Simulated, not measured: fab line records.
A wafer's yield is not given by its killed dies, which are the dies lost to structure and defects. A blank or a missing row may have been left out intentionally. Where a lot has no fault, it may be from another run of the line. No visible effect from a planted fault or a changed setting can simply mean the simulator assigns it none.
Chamber matching -- flow sky130 -- hdpcvd-02 running SKY_LI_CONTACT_HDPCVD_00: 3 sister chambers
The step deposits PSG, target thk 930 nm, time 155 s. 3 wafers are shown with their chamber, then 7 later ones without.

WAFERS PAIRED WITH THEIR CHAMBERS
wafer,chamber,sih4 flow sccm (sccm)
L305.6,0,59.90
L310.3,2,59.51
L310.4,1,59.81

WAFERS WHOSE CHAMBER IS MISSING
wafer,sih4 flow sccm (sccm)
L310.6,59.66
L311.2,60.09
L311.3,59.89
L311.5,59.82
L312.3,60.03
L312.5,59.78
L312.6,59.99

CHAMBER TAKEN BY EACH
wafer,from the rows above,in truth
L310.6,can't be placed: 2 or 1 or 0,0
L311.2,can't be placed: 0 or 1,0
L311.3,can't be placed: 0 or 1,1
L311.5,can't be placed: 1 or 0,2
L312.3,can't be placed: 0 or 1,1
L312.5,can't be placed: 1 or 0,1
L312.6,can't be placed: 0 or 1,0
Correct placement for 0 of the 7. These rows do not allow placing 7 (true chamber among the candidates in 6). Number placed wrongly: 0.
How it was worked out, from the rows above alone: a wafer's distance from a chamber is the root of the sum, over the readings, of the square of ((its reading less the chamber's mean) divided by the reading's scatter). The wafer belongs to the nearest chamber; if the next one is less than 2 further off, it can't be placed. The mean given for a chamber averages the wafers shown for that chamber. The scatter: root of mean squared gap, hidden wafer to nearest shown wafer, with one shown wafer a chamber.
